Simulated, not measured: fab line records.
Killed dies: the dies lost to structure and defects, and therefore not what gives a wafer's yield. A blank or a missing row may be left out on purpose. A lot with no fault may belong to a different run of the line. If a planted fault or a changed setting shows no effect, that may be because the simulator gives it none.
A lot that was struck, set against a sound lot | flow sky130 | 24 out of 708 route steps
Sound: wafers L310.1, L310.4, L310.5. Struck: wafer L320.6; the same lot's L320.2 was not struck, so it is left out; see the end for the cause.
Each step with rows lists, per side, the tool, then ch with its chambers, then its first start. Under that, the readings that differ: sound wafers | struck wafers | difference of the means | sigmas: that difference in standard deviations of wafers without a fault.
alike: a reading whose means differ by less than 2 such deviations, as well as words and numbers matching on both sides. not compared: withheld readings; readings where some wafer has no value; bounds like >300 that might hide an equal value; numbers whose values overlap and for which the record gives no deviation.
Wherever a step has rows on one side only, a row that says differs or no value, or a row with sigmas, the two part there. When numbers do not overlap yet have no deviation, they are printed without sigmas and do not part them. Lack of a reading on every wafer of one side parts them only where that side has two or more wafers.

first, 4 steps without rows for these wafers: SKY_CAPM_SOFTBAKE_08 (time 60 s); SKY_CAPM_EXPOSE_09 (exposes mask CAPM, target cd 1000 nm); SKY_CAPM_PEB_10; SKY_CAPM_DEVELOP_11 (develop time 60 s).
SKY_CAPM_OVL_MEAS_12:
  sound on overlay-01 at day 40 02:59; struck on overlay-01 at day 43 00:29
  alike: CAPM_OVL
SKY_CAPM_METAL_ETCH_13: etches TiN in Cl2/BCl3, stops on SiO2, target depth 220 nm, time 62.9 s.
  sound on rie metal-02 ch 0,1, day 40 03:01; struck on rie metal-04 ch 1, day 43 00:31
  alike: bias w, drypump motor current A, oes product au, throttle valve pct
  not compared: rf hours counter h
SKY_CAPM_STRIP_14: strips in O2/N2.
  sound on plasma asher-02 ch 0,1, day 40 03:05; struck on plasma asher-01 ch 0, day 43 00:35
  alike: drypump motor current A, oes product au, strip time to endpoint s
  not compared: rf hours counter h
then, 5 steps without rows for these wafers: SKY_CAPM_STRIP_15 (strips in post etch residue remover, time 1200 s); SKY_CAPM_CLEAN_16 (cleans in IPA, time 180 s); SKY_CAPM_CLEAN_17 (cleans in O3/DIW); SKY_METAL3_DEHYDRATE_05 (time 60 s); SKY_METAL3_HMDS_06 (prime time 60 s).
SKY_METAL3_COAT_07: resist thk 60 nm.
  sound on litho track-01 ch 0, day 40 14:52; struck on litho track-01 ch 0, day 43 12:02
  not compared: resist line temp C
then, 5 steps without rows for these wafers: SKY_METAL3_COAT_08 (resist thk 1140 nm); SKY_METAL3_SOFTBAKE_09 (time 90 s); SKY_METAL3_EXPOSE_10 (exposes mask MM3, target cd 300 nm); SKY_METAL3_PEB_11; SKY_METAL3_DEVELOP_12 (develop time 60 s).
SKY_METAL3_CD_MEAS_13: target cd 300 nm.
  sound on cd sem-01 at day 41 03:35; struck on cd sem-02 at day 43 23:40
  alike: cd nm
SKY_METAL3_OVL_MEAS_14:
  sound on overlay-01 at day 41 03:43; struck on overlay-02 at day 43 23:46
  alike: METAL3_OVL
SKY_METAL3_DESCUM_15: chemistry O2, time 8 s.
  sound on rie metal-04 ch 0,1, day 41 03:45; struck on rie metal-04 ch 0, day 43 23:48
  alike: drypump motor current A, oes product au
  not compared: rf hours counter h
SKY_METAL3_ETCH_16: etches BARC in N2/H2, stops on SiO2, time 88.2 s, target depth 60 nm.
  sound on rie metal-04 ch 0,1, day 41 03:47; struck on rie metal-04 ch 0, day 43 23:50
  reading                  | sound             | struck | difference | sigmas
  oes product au (a.u.)    | 0.625 0.618 0.631 | 0.599  | -0.026     | -5
  model.etch.depth nm (nm) | 60.05 59.88 60.15 | 56.6   | -3.4       |
  alike: bias w, drypump motor current A, throttle valve pct
  not compared: rf hours counter h
SKY_METAL3_ETCH_17: etches SiO2 in C4F8/O2/Ar, stops on TiN, time 3.9 s, target depth 15 nm.
  sound on rie diel-04 ch 1,3, day 41 03:53; struck on rie diel-02 ch 2, day 43 23:56
  alike: bias w, oes product au
  not compared: rf hours counter h
-- the record jumps here: 6 days lie between the struck wafers' starts before and after (it left off in module METAL3 and takes up again in module PAD_OPEN, whose first step shown is number 708 of the route) --
SKY_PAD_OPEN_PROBE_99:
  sound on prober-02 at day 47 23:05; struck on prober-01 at day 50 02:44
  reading                  | sound       | struck | difference | sigmas
  killed at front end      | 12 14 12    | 23     | +10        | +2
  sort_bin_3_pad_short (%) | 1.2 0 0.2   | 1.4    | +0.9       | +2
  sort_bin_6_memory (%)    | 5.1 8.5 6.3 | 3.7    | -2.9       | -2
  alike: defect limited yield, killed_at_M0_to_M3, killed_at_M4_up, killed at contacts, killed at other, killed dies, killed open, killed short, sort_bin_5_function, sort n pass, sort yield pct

== WHERE THEY PART ==
Earliest at SKY_METAL3_ETCH_16; latest, in this record, at SKY_PAD_OPEN_PROBE_99.

WHY: the cause the simulator had injected
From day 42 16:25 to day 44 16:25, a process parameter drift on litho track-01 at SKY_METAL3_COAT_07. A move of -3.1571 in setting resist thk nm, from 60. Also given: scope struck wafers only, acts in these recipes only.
